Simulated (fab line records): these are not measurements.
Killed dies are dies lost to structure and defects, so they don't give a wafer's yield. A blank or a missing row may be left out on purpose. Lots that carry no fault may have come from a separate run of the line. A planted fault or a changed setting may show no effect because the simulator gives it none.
Matching of chambers + flow gf180mcu + cmp-02 running GF_V1_CMP_04: 4 sister chambers
The step polishes SiO2. 8 wafers are shown with their chamber, then 7 later ones without.

## EACH WAFER AND ITS CHAMBER
| wafer  | chamber | motor-current-A (A) | head-pressure-psi (psi) |
|--------|---------|---------------------|-------------------------|
| L394.6 | 1       | 11.0                | 4.003                   |
| L395.2 | 1       | 11.6                | 3.987                   |
| L395.5 | 2       | 11.9                | 4.000                   |
| L400.3 | 3       | 10.3                | 4.001                   |
| L400.5 | 0       | 14.1                | 3.988                   |
| L400.6 | 3       | 10.4                | 4.001                   |
| L406.3 | 2       | 12.2                | 3.998                   |
| L406.5 | 0       | 13.0                | 3.965                   |

## WAFERS WHOSE CHAMBER IS MISSING
| wafer  | motor-current-A (A) | head-pressure-psi (psi) |
|--------|---------------------|-------------------------|
| L406.6 | 10.8                | 3.986                   |
| L407.2 | 11.7                | 4.002                   |
| L407.4 | 11.2                | 4.015                   |
| L407.6 | 13.5                | 4.005                   |
| L409.1 | 13.5                | 3.986                   |
| L409.3 | 9.9                 | 4.008                   |
| L409.5 | 13.1                | 3.996                   |

## WHICH CHAMBER EACH WENT THROUGH
| wafer  | from the rows above          | in truth |
|--------|------------------------------|----------|
| L406.6 | can't be placed: 1 or 3 or 2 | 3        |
| L407.2 | can't be placed: 2 or 1      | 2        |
| L407.4 | can't be placed: 1 or 3 or 2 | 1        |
| L407.6 | can't be placed: 0 or 2      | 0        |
| L409.1 | 0                            | 0        |
| L409.3 | 3                            | 3        |
| L409.5 | can't be placed: 0 or 2 or 1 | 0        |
Placed correctly: 2 of 7. Cannot be placed on the basis of these rows: 5; the candidates contain the true chamber in 5. Number placed wrongly: 0.
How it was worked out, from the rows above alone: a wafer's distance from a chamber is the root of the sum, over the readings, of the square of ((its reading less the chamber's mean) divided by the reading's scatter). The wafer belongs to the nearest chamber; if the next one is less than 2 further off, it can't be placed. Each chamber's mean is taken over the wafers shown for it. How the scatter is found: for the shown wafers, subtract from each reading the mean of its chamber, square and add these, divide the total by (wafers less chambers), then take the root.
